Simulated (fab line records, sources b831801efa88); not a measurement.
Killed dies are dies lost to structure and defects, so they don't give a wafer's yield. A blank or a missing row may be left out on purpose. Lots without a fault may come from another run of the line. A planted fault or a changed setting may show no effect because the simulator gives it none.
Problem report in the 8D (eight disciplines) form, filled by code | flow sfq_line | the parts of the form that need people (team, actions taken, sign-off) are left out

1. THE PROBLEM
M1_NB_RS at SFQ_M1_RS_MEAS_909 reads a mean of 0.470 ohm/sq on 2 wafers of 2 lots; wafers without a fault read 0.885 ohm/sq with a standard deviation of 0.013. That is -32 standard deviations from the usual mean.
The step: measures by four-point-probe.
First seen on wafer L385.1, day 18 11:28, on film_metro-02. The record holds 42 wafers of 14 lots with a number at this step. Rule for "out", or "out of limits": more than 4 standard deviations from the usual mean. The other wafers with a number count as sound.

2. WHAT IT IS AND WHAT IT IS NOT
question                    | is                           | is not
which readings at this step | M1_NB_RS                     | -
which lots                  | L385, L386                   | L369, L370, L371, L373, L375, L376, L378, L379, L382, L383, L384, L391
which wafers of those lots  | L385.1, L386.1               | L385.5, L385.6, L386.2, L386.5
read on which gauges        | film_metro-01, film_metro-02 | film_metro-03
when                        | from day 18 11:28            | up to then (35 sound wafers); but 5 sound wafers of L386, L391 came after

3. SUSPECTS, AND WHAT RULES EACH OUT
Counting: a tool at a process step up to the reading stays a suspect if it ran every lot that is out. Sound lots after the first of them don't rule it out here, since some wafers of a struck lot are sound.
- the gauge at SFQ_M1_RS_MEAS_909: ruled out. The wafers that are out were read on 2 gauges (film_metro-01, film_metro-02).
- pvd_sputter-05 at SFQ_TRILAYER_M1_DEP_SPUTTER_037 (material Nb, target thk 200 nm, time 133.3 s): kept. It ran every lot that is out, first L385 (day 18 11:22); its last sound lot up to then is L382 (day 17 09:46).
Left after counting: pvd_sputter-05 at SFQ_TRILAYER_M1_DEP_SPUTTER_037.

4. THE CAUSE (what the simulator had put in)
Process parameter drift: pvd_sputter-05, from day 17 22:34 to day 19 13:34, at SFQ_TRILAYER_M1_DEP_SPUTTER_037. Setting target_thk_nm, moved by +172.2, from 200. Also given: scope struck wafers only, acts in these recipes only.
Counting left only this tool.

5. THE CHAIN OF EFFECTS, in route order
Each row: a reading whose mean over the struck wafers that have a number lies more than 3 standard deviations from the usual. Only readings for which the record gives a usual standard deviation are gone through. hours: the time from each lot's start at the first step in this table that gives one to its start at this step, as a median over the lots. sigmas: the change in usual standard deviations.
hours | step                                | reading        | usual        | on struck wafers | change | sigmas
0     | SFQ_M1_RS_MEAS_909                  | M1_NB_RS       | 0.885 ohm/sq | 0.470            | -0.415 | -32
164   | SFQ_TRILAYER_M1_ETCH_METAL_ETCH_042 | oes_product_au | 0.898 a.u.   | 1.001            | +0.103 | +12
The process steps in it:
- SFQ_TRILAYER_M1_ETCH_METAL_ETCH_042: etches Nb in Cl2/Ar, stops on SiO2, target depth 240 nm, time 120 s.
Later measuring or inspecting steps at which every struck wafer that the step has a row for has a number for every such reading, and none has moved that far: SFQ_I2_OVL_MEAS_918.

6. WHAT WOULD HAVE CAUGHT IT SOONER
In this record the first reading out of limits at a measuring or inspecting step was taken at day 18 11:28, 13 hours after the fault began at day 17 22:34.
Of the tool readings at SFQ_TRILAYER_M1_DEP_SPUTTER_037 for which the record gives a usual standard deviation, none was out on any struck wafer, so an alarm limit of 4 standard deviations on them would not have fired.
Of the lots that are out (2), L386 began SFQ_TRILAYER_M1_DEP_SPUTTER_037 on pvd_sputter-05 after day 18 11:28. A hold on the tool at that time would have spared it.
